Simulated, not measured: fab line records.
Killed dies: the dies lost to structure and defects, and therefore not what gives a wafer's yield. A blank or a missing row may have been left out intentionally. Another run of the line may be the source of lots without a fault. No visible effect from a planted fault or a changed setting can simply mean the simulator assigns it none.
fab line records    flow sky130
record lots=6  wafers=18  last-day=50
route steps=708 shown METAL3@533 CAPM@537 PAD_OPEN@708
lots that met no fault: from a run of the same line without faults
start-h: the number of hours between the record's first day and the start of the first shown wafer of the lot    wait-h: hours elapsed since this lot's preceding step    " the same as in the row above    L1.1+2: a row that stands for several wafers    - no value, or no start was given    * or withheld: withheld    < > ~ a bound
route shown NAME@n: a module of which the file shows steps, and the number in the route of the first    usual: average and standard deviation across the fault-free wafers    same: alike in all rows    chamber/n: place in a boat    sites: each site's reading    _std_site: how widely they spread, as a standard deviation    _edge_site: inner sites' mean taken away from outer sites' mean    radius-mm: for every site, how far away it sits from the centre of the wafer    mask NAME#n: copy n    behind: tool/chamber where the wafer was last shaped    hold: why the lot went on hold/how many hours it stayed there/how the hold came to an end    device: the n, p or np transistor that did not switch    end of line: the route-end tests of the same wafers    where a step has no rows: the recipe by itself    killed: at the first sort, the dies lost to defects and structure; wafer yield is something else    map: per-die view of a wafer (x killed, . not killed, _ where there is no die)
set.NAME: the setting the step ran with; set.NAME@STEP: the setting that earlier step ran with    model.NAME: the simulator's own value behind a step, which no gauge read
lots seen at some steps along the route; tables by step, rows by wafer
services: a tool's chamber out of use, with start hour (start-h, from the record's first day; less than 0 if before it), hours out, and reason
## steps
# step SKY_METAL3_SPUTTER_01
# recipe material=TiN  target-thk-nm=20  power-w=6500  time-s=16.7  chamber-pressure-pa=0.4
# step SKY_METAL3_SPUTTER_02
# recipe material=AlCu  target-thk-nm=735  power-w=10600  time-s=39.1  chamber-pressure-pa=0.4
# usual chamber-pressure-pa=0.3999/0.00086  throttle-valve-pct=30.0/1.3
lot.wafer  tool            chamber  start-h  wait-h  chamber-pressure-pa  throttle-valve-pct
L810.2     pvd-sputter-03  -        880.64   0.0     0.3990               30.8
L810.4     "               -        "        "       0.3989               31.2
L810.6     "               -        "        "       0.4012               28.7
L820.2     pvd-sputter-02  -        934.99   0.0     0.4008               30.4
L820.4     "               -        "        "       0.3997               29.9
L820.5     "               -        "        "       0.4008               29.8
L825.4     pvd-sputter-04  -        971.41   0.0     0.4014               30.8
L825.5     "               -        "        "       0.3990               32.0
L825.6     "               -        "        "       0.3999               28.2
L827.3     pvd-sputter-02  -        984.43   0.0     0.3989               29.9
L827.4     "               -        "        "       0.4008               27.7
L827.6     "               -        "        "       0.4007               30.5
L829.2     pvd-sputter-03  -        1016.56  0.0     0.3989               29.4
L829.3     "               -        "        "       0.4000               29.6
L829.5     "               -        "        "       0.3997               31.3
L831.1     pvd-sputter-02  -        1019.53  0.0     0.3994               31.6
L831.3     "               -        "        "       0.4007               30.2
L831.6     "               -        "        "       0.4001               30.5
# step SKY_METAL3_SPUTTER_03
# recipe material=Ti  target-thk-nm=5  power-w=3000  time-s=3.3  chamber-pressure-pa=0.4
# usual chamber-pressure-pa=0.4001/0.00074  throttle-valve-pct=30.0/1.4
lot.wafer  tool            chamber  start-h  wait-h  chamber-pressure-pa  throttle-valve-pct
L810.2     pvd-sputter-03  -        880.68   0.0     0.3995               30.8
L810.4     "               -        "        "       0.3994               31.1
L810.6     "               -        "        "       0.4003               28.7
L820.2     pvd-sputter-02  -        935.03   0.0     0.4008               30.7
L820.4     "               -        "        "       0.3993               29.7
L820.5     "               -        "        "       0.3991               30.0
L825.4     pvd-sputter-04  -        971.44   0.0     0.4001               30.7
L825.5     "               -        "        "       0.4001               32.1
L825.6     "               -        "        "       0.3993               28.2
L827.3     pvd-sputter-02  -        984.47   0.0     0.4001               29.9
L827.4     "               -        "        "       0.3992               27.7
L827.6     "               -        "        "       0.4005               30.4
L829.2     pvd-sputter-03  -        1016.60  0.0     0.4015               29.4
L829.3     "               -        "        "       0.3997               29.4
L829.5     "               -        "        "       0.3992               31.1
L831.1     pvd-sputter-02  -        1019.56  0.0     0.4002               31.9
L831.3     "               -        "        "       0.3997               30.1
L831.6     "               -        "        "       0.3993               30.3
# step SKY_METAL3_SPUTTER_04
# recipe material=TiN  target-thk-nm=70  power-w=6500  time-s=58.3  chamber-pressure-pa=0.4
# usual chamber-pressure-pa=0.4000/0.00086  throttle-valve-pct=30.0/1.4
lot.wafer  tool            chamber  start-h  wait-h  chamber-pressure-pa  throttle-valve-pct
L810.2     pvd-sputter-03  -        880.70   0.0     0.3996               31.1
L810.4     "               -        "        "       0.3994               31.1
L810.6     "               -        "        "       0.3996               28.6
L820.2     pvd-sputter-02  -        935.05   0.0     0.4011               30.5
L820.4     "               -        "        "       0.3999               29.9
L820.5     "               -        "        "       0.4020               29.9
L825.4     pvd-sputter-04  -        971.46   0.0     0.4002               30.4
L825.5     "               -        "        "       0.3981               31.9
L825.6     "               -        "        "       0.4005               28.7
L827.3     pvd-sputter-02  -        984.49   0.0     0.4004               30.0
L827.4     "               -        "        "       0.4003               27.5
L827.6     "               -        "        "       0.4008               30.4
L829.2     pvd-sputter-03  -        1016.62  0.0     0.3999               29.4
L829.3     "               -        "        "       0.4004               29.4
L829.5     "               -        "        "       0.4008               31.1
L831.1     pvd-sputter-02  -        1019.58  0.0     0.3990               31.4
L831.3     "               -        "        "       0.4006               30.0
L831.6     "               -        "        "       0.3984               30.7
# step SKY_CAPM_CVD_00
# recipe material=SiO2  target-thk-nm=15.5  temp-c=400  time-s=withheld  rf-w=450
# usual heater-power-w=701/110
lot.wafer  tool      chamber  start-h  wait-h  heater-power-w
L810.2     pecvd-02  2        880.75   0.0     667
L810.4     "         2        "        "       669
L810.6     "         0        "        "       761
L820.2     pecvd-02  0        935.10   0.0     872
L820.4     "         1        "        "       744
L820.5     "         2        "        "       563
L825.4     pecvd-04  2        971.52   0.0     886
L825.5     "         1        "        "       694
L825.6     "         2        "        "       877
L827.3     pecvd-03  2        984.54   0.0     797
L827.4     "         1        "        "       722
L827.6     "         2        "        "       769
L829.2     pecvd-03  1        1016.67  0.0     705
L829.3     "         0        "        "       542
L829.5     "         0        "        "       560
L831.1     pecvd-04  1        1019.63  0.0     694
L831.3     "         2        "        "       769
L831.6     "         1        "        "       688
# step SKY_CAPM_THK_MEAS_01
# recipe reads=SiO2_of_CAPM_CVD_00
# usual CAPM_CVD_00_THK=15.53/0.23
lot.wafer  tool           chamber  start-h  wait-h  CAPM_CVD_00_THK[nm]
L810.2     film-metro-02  -        880.78   -       15.50
L810.4     "              -        "        "       15.96
L810.6     "              -        "        "       15.83
L820.2     film-metro-02  -        935.13   -       15.46
L820.4     "              -        "        "       15.65
L820.5     "              -        "        "       15.74
L825.4     film-metro-01  -        971.57   -       15.82
L825.5     "              -        "        "       15.72
L825.6     "              -        "        "       15.54
L827.3     film-metro-03  -        984.58   -       15.48
L827.4     "              -        "        "       15.82
L827.6     "              -        "        "       15.52
L829.2     film-metro-01  -        1016.70  -       15.16
L829.3     "              -        "        "       15.19
L829.5     "              -        "        "       15.45
L831.1     film-metro-02  -        1019.65  -       15.25
L831.3     "              -        "        "       15.40
L831.6     "              -        "        "       15.89
# step SKY_CAPM_SPUTTER_02
# recipe material=TiN  target-thk-nm=200  temp-c=300  power-w=6500  time-s=166.7  chamber-pressure-pa=0.4
# step SKY_CAPM_RS_MEAS_03
# recipe thk-meas-gauge=four-point-probe  reads=TiN_of_CAPM_SPUTTER_02
# usual CAPM_TIN_RS=6.90/0.077
lot.wafer  tool           chamber  start-h  wait-h  CAPM_TIN_RS[ohm/sq]
L810.2     film-metro-03  -        880.96   0.1     6.80
L810.4     "              -        "        "       6.79
L810.6     "              -        "        "       6.84
L820.2     film-metro-01  -        935.31   0.1     6.96
L820.4     "              -        "        "       7.07
L820.5     "              -        "        "       7.01
L825.4     film-metro-03  -        971.77   0.1     7.07
L825.5     "              -        "        "       7.00
L825.6     "              -        "        "       6.87
L827.3     film-metro-02  -        984.77   0.1     6.94
L827.4     "              -        "        "       6.88
L827.6     "              -        "        "       6.95
L829.2     film-metro-03  -        1016.88  0.1     6.87
L829.3     "              -        "        "       6.93
L829.5     "              -        "        "       6.86
L831.1     film-metro-01  -        1019.82  0.1     6.99
L831.3     "              -        "        "       6.89
L831.6     "              -        "        "       6.94
# step SKY_CAPM_THK_MEAS_04
# recipe thk-meas-gauge=xrf  reads=TiN_of_CAPM_SPUTTER_02
# usual CAPM_TIN_THK=200.7/2.2
lot.wafer  tool           chamber  start-h  wait-h  CAPM_TIN_THK[nm]
L810.2     film-metro-03  -        881.07   0.1     203.7
L810.4     "              -        "        "       202.8
L810.6     "              -        "        "       202.4
L820.2     film-metro-01  -        935.42   0.1     199.3
L820.4     "              -        "        "       196.7
L820.5     "              -        "        "       198.5
L825.4     film-metro-03  -        971.86   0.1     196.5
L825.5     "              -        "        "       197.1
L825.6     "              -        "        "       201.4
L827.3     film-metro-02  -        984.87   0.1     200.8
L827.4     "              -        "        "       201.9
L827.6     "              -        "        "       199.6
L829.2     film-metro-03  -        1016.99  0.1     201.4
L829.3     "              -        "        "       200.4
L829.5     "              -        "        "       202.3
L831.1     film-metro-01  -        1019.94  0.1     199.9
L831.3     "              -        "        "       202.6
L831.6     "              -        "        "       200.0
# step SKY_CAPM_DEHYDRATE_05
# recipe temp-c=200  time-s=60
# step SKY_CAPM_HMDS_06
# recipe prime-time-s=60  prime-temp-c=120
# step SKY_CAPM_COAT_07
# recipe resist=NOVOLAK  spin-rpm=3000  resist-thk-nm=1140
# step SKY_CAPM_SOFTBAKE_08
# recipe temp-c=90  time-s=60  resist=NOVOLAK
# usual exhaust-pa=45.3/0.9  heater-power-total-W=56.59/0.042  plate-temp-C=89.97/0.12
lot.wafer  tool            chamber  start-h  wait-h  exhaust-pa  heater-power-total-W  plate-temp-C
L810.2     litho-track-02  0        893.18   0.1     45.5        56.63                 90.09
L810.4     "               0        "        "       46.3        56.51                 89.94
L810.6     "               0        "        "       46.5        56.59                 90.00
L820.2     litho-track-03  0        947.43   0.1     45.2        56.65                 90.08
L820.4     "               0        "        "       46.1        56.66                 90.11
L820.5     "               0        "        "       44.1        56.65                 89.90
L825.4     litho-track-03  0        983.18   0.1     45.1        54.63                 87.57
L825.5     "               0        "        "       45.3        54.45                 87.46
L825.6     "               0        "        "       45.1        54.56                 87.45
L827.3     litho-track-03  0        996.10   0.1     46.3        54.48                 87.68
L827.4     "               0        "        "       45.1        54.58                 87.80
L827.6     "               0        "        "       46.4        54.57                 87.93
L829.2     litho-track-01  0        1028.06  0.1     44.9        56.61                 89.75
L829.3     "               0        "        "       44.8        56.63                 89.90
L829.5     "               0        "        "       45.4        56.60                 89.88
L831.1     litho-track-02  0        1030.71  0.1     45.6        56.58                 90.06
L831.3     "               0        "        "       45.7        56.69                 90.05
L831.6     "               0        "        "       45.2        56.57                 89.99
# step SKY_CAPM_EXPOSE_09
# recipe mask-id=CAPM  na=0.6  source-shape=conventional  sigma-outer=0.6  polarization=unpolarized  target-cd-nm=1000  dose-mj=159
# step SKY_CAPM_PEB_10
# recipe temp-c=withheld  time-s=*  resist=NOVOLAK
# step SKY_CAPM_DEVELOP_11
# recipe resist=NOVOLAK  developer=TMAH  develop-time-s=60  dev-temp-c=23
# usual exhaust-pa=44.7/1
# same develop-time-s=60
lot.wafer  tool            chamber  start-h  wait-h  exhaust-pa  model.NOVOLAK_of_CAPM_COAT_07.thk-nm
L810.2     litho-track-01  0        905.41   0.1     44.1        1135
L810.4     "               0        "        "       44.4        1135
L810.6     "               0        "        "       44.2        1132
L820.2     litho-track-02  0        959.43   0.1     43.3        1134
L820.4     "               0        "        "       45.6        1140
L820.5     "               0        "        "       44.9        1134
L825.4     litho-track-01  0        994.66   0.1     44.6        1149
L825.5     "               0        "        "       45.3        1149
L825.6     "               0        "        "       44.6        1150
L827.3     litho-track-03  0        1007.45  0.1     44.7        1147
L827.4     "               0        "        "       44.6        1147
L827.6     "               0        "        "       45.2        1148
L829.2     litho-track-01  0        1039.26  0.1     43.1        1145
L829.3     "               0        "        "       45.0        1143
L829.5     "               0        "        "       43.7        1146
L831.1     litho-track-02  0        1041.56  0.1     44.9        1140
L831.3     "               0        "        "       46.6        1133
L831.6     "               0        "        "       43.8        1133
# step SKY_CAPM_OVL_MEAS_12
# usual CAPM_OVL=0.5/1.3
lot.wafer  tool        chamber  start-h  wait-h  CAPM_OVL[nm]
L810.2     overlay-01  -        905.54   0.1     1.7
L810.4     "           -        "        "       0.8
L810.6     "           -        "        "       2.5
L820.2     overlay-01  -        959.56   0.1     0.4
L820.4     "           -        "        "       0.3
L820.5     "           -        "        "       -0.9
L825.4     overlay-02  -        994.75   0.1     -2.5
L825.5     "           -        "        "       -2.3
L825.6     "           -        "        "       -3.6
L827.3     overlay-01  -        1007.56  0.1     0.3
L827.4     "           -        "        "       2.1
L827.6     "           -        "        "       -0.7
L829.2     overlay-01  -        1039.39  0.1     2.2
L829.3     "           -        "        "       1.6
L829.5     "           -        "        "       1.1
L831.1     overlay-02  -        1041.71  0.1     2.4
L831.3     "           -        "        "       2.8
L831.6     "           -        "        "       2.4
# step SKY_CAPM_METAL_ETCH_13
# recipe target-depth-nm=220  stop-on=SiO2  chemistry=Cl2/BCl3  target=TiN  pressure-mtorr=10  icp-w=900  bias-w=48.5  Cl2_flow_sccm=60  bcl3-flow-sccm=30  time-s=62.9
# usual drypump-motor-current-A=5.85/0.27  oes-product-au=0.941/0.008  throttle-valve-pct=21.902/0.009
lot.wafer  tool          chamber  start-h  wait-h  drypump-motor-current-A  oes-product-au  rf-hours-counter-h  throttle-valve-pct  model.NOVOLAK_of_CAPM_COAT_07.thk-nm
L810.2     rie-metal-03  0        905.57   0.0     6.17                     0.946           10                  21.883              988.7
L810.4     "             0        "        "       6.17                     0.949           -                   21.912              989.3
L810.6     "             1        "        "       5.64                     0.950           -                   21.895              983
L820.2     rie-metal-04  1        959.59   0.0     6.17                     0.937           7                   21.911              985.2
L820.4     "             1        "        "       6.19                     0.923           -                   21.896              991.5
L820.5     "             0        "        "       5.89                     0.932           -                   21.904              988.7
L825.4     rie-metal-02  0        994.85   0.1     5.54                     0.922           -                   21.899              1004
L825.5     "             0        "        "       5.62                     0.933           -                   21.901              1003
L825.6     "             0        "        "       5.56                     0.949           -                   21.900              1004
L827.3     rie-metal-02  0        1007.64  0.1     5.62                     0.936           -                   21.902              1001
L827.4     "             0        "        "       5.58                     0.937           -                   21.900              1001
L827.6     "             0        "        "       5.62                     0.945           -                   21.897              1002
L829.2     rie-metal-03  0        1039.45  0.0     6.18                     0.955           -                   21.900              1004
L829.3     "             0        "        "       6.20                     0.941           -                   21.893              1002
L829.5     "             0        "        "       6.17                     0.946           -                   21.897              1006
L831.1     rie-metal-03  0        1041.74  0.0     6.18                     0.934           18                  21.909              997.6
L831.3     "             0        "        "       6.20                     0.946           -                   21.908              990.6
L831.6     "             0        "        "       6.20                     0.945           -                   21.903              991.3
# step SKY_CAPM_STRIP_14
# recipe chemistry=O2/N2  power-w=1400  pressure-mtorr=1500  platen-temp-c=withheld  o2-flow-sccm=3000  n2-flow-sccm=300  overash-fraction=0.5
# usual drypump-motor-current-A=5.57/0.19  oes-product-au=0.710/0.0047  strip-time-to-endpoint-s=12.66/0.049
lot.wafer  tool             chamber  start-h  wait-h  drypump-motor-current-A  oes-product-au  rf-hours-counter-h  strip-time-to-endpoint-s
L810.2     plasma-asher-02  1        905.65   0.1     5.38                     0.705           46                  12.62
L810.4     "                0        "        "       5.46                     0.716           -                   12.59
L810.6     "                1        "        "       5.39                     0.716           -                   12.55
L820.2     plasma-asher-02  1        959.67   0.1     5.39                     0.701           52                  12.56
L820.4     "                1        "        "       5.39                     0.703           -                   12.63
L820.5     "                0        "        "       5.47                     0.705           -                   12.60
L825.4     plasma-asher-03  1        994.96   0.1     5.43                     0.714           -                   12.77
L825.5     "                0        "        "       5.47                     0.706           -                   12.79
L825.6     "                1        "        "       5.43                     0.708           -                   12.79
L827.3     plasma-asher-02  1        1007.78  0.1     5.38                     0.702           -                   12.75
L827.4     "                0        "        "       5.46                     0.710           -                   12.73
L827.6     "                1        "        "       5.39                     0.708           -                   12.76
L829.2     plasma-asher-04  1        1039.58  0.1     5.91                     0.713           126                 12.77
L829.3     "                1        "        "       5.91                     0.713           -                   12.75
L829.5     "                1        "        "       5.91                     0.715           -                   12.79
L831.1     plasma-asher-04  0        1041.90  0.1     5.56                     0.713           126                 12.71
L831.3     "                1        "        "       5.91                     0.716           -                   12.62
L831.6     "                0        "        "       5.58                     0.714           -                   12.63
# step SKY_PAD_OPEN_PROBE_99
# usual defect-limited-yield=82.5/1.8  killed_at_M0_to_M3=44/7.1  killed_at_M4_up=3.0/1.9  killed-at-contacts=25/5.6  killed-at-front-end=14/4.1  killed-at-other=0.2/0.44  killed-dies=86/9.1  killed-open=47/7.4  killed-short=39/5.7  sort_bin_3_pad_short=0.9/0.37  sort_bin_5_function=10.3/1.6  sort_bin_6_memory=6.3/1.1  sort-n-pass=406/9.1  sort-yield-pct=82.5/1.8
# same gross-dies=492  killed-at-back-side=0  sort_bin_4_leakage[%]=0  sort_bin_8_speed[%]=0
lot.wafer  tool       chamber  start-h  wait-h  defect-limited-yield[%]  killed_at_M0_to_M3  killed_at_M4_up  killed-at-contacts  killed-at-front-end  killed-at-other  killed-dies  killed-open  killed-short  sort_bin_3_pad_short[%]  sort_bin_5_function[%]  sort_bin_6_memory[%]  sort-n-pass  sort-yield-pct[%]
L810.2     prober-01  -        1095.62  0.1     81.3                     39                  1                35                  17                   0                92           59           33            0.8                      13.0                    4.9                   400          81.3
L810.4     prober-01  -        1095.72  0.2     84.6                     27                  0                28                  21                   0                76           42           34            0.8                      8.3                     6.3                   416          84.6
L810.6     prober-01  -        1095.82  0.2     86.8                     34                  1                20                  10                   0                65           38           27            0.2                      7.7                     5.3                   427          86.8
L820.2     prober-02  -        1143.25  0.1     81.7                     48                  2                28                  12                   0                90           44           46            0.6                      11.4                    6.3                   402          81.7
L820.4     prober-02  -        1143.35  0.2     82.3                     48                  3                32                  3                    1                87           45           42            1.4                      10.0                    6.3                   405          82.3
L820.5     prober-02  -        1143.40  0.2     81.5                     46                  2                28                  15                   0                91           51           40            1.0                      9.1                     8.3                   401          81.5
L825.4     prober-02  -        1169.42  0.2     82.5                     37                  4                31                  14                   0                86           48           38            0.4                      11.0                    6.1                   406          82.5
L825.5     prober-02  -        1169.47  0.2     80.1                     54                  2                27                  15                   0                98           58           40            1.0                      13.0                    5.9                   394          80.1
L825.6     prober-02  -        1169.52  0.2     81.9                     45                  3                27                  14                   0                89           49           40            0.2                      12.0                    5.9                   403          81.9
L827.3     prober-02  -        1174.70  0.2     83.9                     45                  1                20                  13                   0                79           41           38            1.2                      10.2                    4.7                   413          83.9
L827.4     prober-02  -        1174.75  0.2     82.1                     50                  1                26                  11                   0                88           42           46            1.2                      9.8                     6.9                   404          82.1
L827.6     prober-02  -        1174.85  0.2     83.7                     40                  5                22                  11                   2                80           48           32            0.4                      10.2                    5.7                   412          83.7
L829.2     prober-01  -        1206.11  0.1     81.9                     53                  3                16                  17                   0                89           42           47            1.2                      10.6                    6.3                   403          81.9
L829.3     prober-01  -        1206.16  0.2     83.7                     42                  2                23                  13                   0                80           45           35            0.4                      10.2                    5.7                   412          83.7
L829.5     prober-01  -        1206.26  0.2     85.4                     41                  0                18                  13                   0                72           39           33            0.8                      8.9                     4.9                   420          85.4
# killed by level:class
L810.2 CONTACT:geometric-particle:open=13 VIA3:geometric-particle:open=10 VIA1:geometric-particle:open=10 LI_CONTACT:geometric-particle:open=9 CONTACT:geometric-particle:short=6 FIELD_ISO:geometric-particle:short=5 VIA2:geometric-particle:open=5 LOCAL_INTERCONNECT:geometric-particle:short=4
L810.4 CONTACT:geometric-particle:open=10 LI_CONTACT:geometric-particle:open=8 FIELD_ISO:geometric-particle:open=7 FIELD_ISO:geometric-particle:short=7 VIA1:geometric-particle:open=5 VIA2:geometric-particle:open=4 CONTACT:geometric-particle:short=4 POLY_GATE:geometric-particle:short=3
L810.6 VIA1:geometric-particle:open=9 LI_CONTACT:geometric-particle:open=6 CONTACT:geometric-particle:open=5 METAL2:geometric-particle:short=5 VIA2:geometric-particle:open=5 CONTACT:geometric-particle:short=4 VIA2:geometric-particle:short=4 LOCAL_INTERCONNECT:geometric-particle:short=3
L820.2 CONTACT:geometric-particle:open=9 VIA3:geometric-particle:open=8 LI_CONTACT:geometric-particle:open=7 CONTACT:geometric-particle:short=6 VIA1:geometric-particle:open=6 METAL2:geometric-particle:short=6 VIA2:geometric-particle:open=6 LOCAL_INTERCONNECT:geometric-particle:short=5
L820.4 LI_CONTACT:geometric-particle:open=10 CONTACT:geometric-particle:open=10 METAL2:geometric-particle:short=8 VIA3:geometric-particle:open=8 VIA1:geometric-particle:short=6 VIA1:geometric-particle:open=6 VIA2:geometric-particle:short=5 LOCAL_INTERCONNECT:geometric-particle:short=5
L820.5 VIA1:geometric-particle:open=14 CONTACT:geometric-particle:open=9 VIA2:geometric-particle:open=8 CONTACT:geometric-particle:short=7 FIELD_ISO:geometric-particle:open=5 LI_CONTACT:geometric-particle:open=5 VIA1:geometric-particle:short=5 FIELD_ISO:geometric-particle:short=4
L825.4 CONTACT:geometric-particle:open=14 VIA1:geometric-particle:open=8 LI_CONTACT:geometric-particle:open=7 VIA2:geometric-particle:open=7 FIELD_ISO:geometric-particle:short=6 CONTACT:geometric-particle:short=6 METAL2:geometric-particle:short=5 VIA2:geometric-particle:short=4
L825.5 VIA2:geometric-particle:open=12 METAL1:geometric-particle:short=11 VIA1:geometric-particle:open=11 CONTACT:geometric-particle:open=8 LI_CONTACT:geometric-particle:open=7 CONTACT:geometric-particle:short=7 VIA3:geometric-particle:open=7 FIELD_ISO:geometric-particle:short=5
L825.6 CONTACT:geometric-particle:open=10 METAL1:geometric-particle:short=9 VIA1:geometric-particle:open=8 LI_CONTACT:geometric-particle:open=7 VIA2:geometric-particle:open=7 POLY_GATE:geometric-particle:open=5 POLY_GATE:geometric-particle:short=4 LI_CONTACT:geometric-particle:short=4
L827.3 LI_CONTACT:geometric-particle:open=9 VIA1:geometric-particle:open=9 METAL2:geometric-particle:short=6 VIA1:geometric-particle:short=6 METAL3:geometric-particle:short=6 VIA3:geometric-particle:open=6 CONTACT:geometric-particle:open=5 VIA2:geometric-particle:open=5
L827.4 CONTACT:geometric-particle:open=10 VIA1:geometric-particle:open=10 VIA3:geometric-particle:open=8 CONTACT:geometric-particle:short=7 METAL1:geometric-particle:short=7 VIA1:geometric-particle:short=6 LI_CONTACT:geometric-particle:short=5 METAL2:geometric-particle:short=5
L827.6 VIA1:geometric-particle:open=12 LI_CONTACT:geometric-particle:open=8 VIA2:geometric-particle:open=8 VIA3:geometric-particle:open=7 CONTACT:geometric-particle:open=7 METAL4:geometric-particle:short=5 POLY_GATE:geometric-particle:short=3 LOCAL_INTERCONNECT:geometric-particle:short=3
L829.2 METAL2:geometric-particle:short=12 METAL1:geometric-particle:short=11 VIA1:geometric-particle:open=9 VIA3:geometric-particle:open=8 POLY_GATE:geometric-particle:short=5 CONTACT:geometric-particle:short=5 VIA2:geometric-particle:open=5 FIELD_ISO:geometric-particle:open=4
L829.3 CONTACT:geometric-particle:open=10 VIA1:geometric-particle:open=8 CONTACT:geometric-particle:short=7 VIA1:geometric-particle:short=7 LI_CONTACT:geometric-particle:open=6 METAL2:geometric-particle:short=4 VIA2:geometric-particle:open=4 VIA3:geometric-particle:open=4
L829.5 CONTACT:geometric-particle:open=8 VIA1:geometric-particle:open=6 VIA3:geometric-particle:open=6 METAL1:geometric-particle:short=5 VIA1:geometric-particle:short=5 METAL2:geometric-particle:short=5 VIA2:geometric-particle:open=5 FIELD_ISO:geometric-particle:open=4
## services
tool             chamber  start-h  hours  kind
rie-metal-02     -        879.81   4.3    pm
pvd-sputter-04   -        880.64   1.4    repair
pecvd-04         1        895.38   4.7    repair
pvd-sputter-02   0        904.30   -      consumable-replace:kit
pvd-sputter-02   0        904.30   18.0   scheduled-down
pvd-sputter-02   0        904.30   18.0   vent-cycle
pvd-sputter-03   -        918.33   2.0    repair
plasma-asher-03  -        931.43   44.1   repair
pecvd-03         -        969.61   2.1    repair
rie-metal-04     1        969.73   2.2    repair
plasma-asher-03  -        975.55   10.3   pm
rie-metal-02     1        982.82   27.2   repair
pecvd-03         0        993.23   1.7    repair
plasma-asher-03  -        998.23   2.8    pm
plasma-asher-03  -        1003.42  1.6    repair
pvd-sputter-02   3        1005.66  -      consumable-replace:kit
pvd-sputter-02   3        1005.66  18.0   scheduled-down
pvd-sputter-04   -        1019.67  1.4    repair
rie-metal-04     0        1019.72  12.8   repair
pvd-sputter-04   -        1024.70  1.5    repair
plasma-asher-02  -        1025.95  2.8    pm
pecvd-02         0        1031.97  11.5   repair
plasma-asher-03  -        1040.85  1.8    repair
pecvd-04         2        1041.30  17.2   repair
## key
first-sign step=SKY_CAPM_SOFTBAKE_08  reading=heater-power-total-W  direction=down  sigmas=49  usual=*  struck=*
effect step=SKY_CAPM_SOFTBAKE_08  reading=plate-temp-C  direction=down  sigmas=19  usual=*  struck=*
model-effect step=SKY_CAPM_DEVELOP_11  value=NOVOLAK_of_CAPM_COAT_07.thk-nm  without=1141  struck=1148
model-effect step=SKY_CAPM_METAL_ETCH_13  value=NOVOLAK_of_CAPM_COAT_07.thk-nm  without=995.1  struck=1002
met-at SKY_CAPM_SOFTBAKE_08
struck-wafers L825.4,L825.5,L825.6,L827.3,L827.4,L827.6
onset-between 947.43 983.18
fault kind=process-parameter-drift  tool=litho-track-03  chamber=-  onset-h=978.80  steps=SKY_CAPM_SOFTBAKE_08  channel=temp-c  offset=*  shape=step  end-h=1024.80  acts-in=*  stated=*
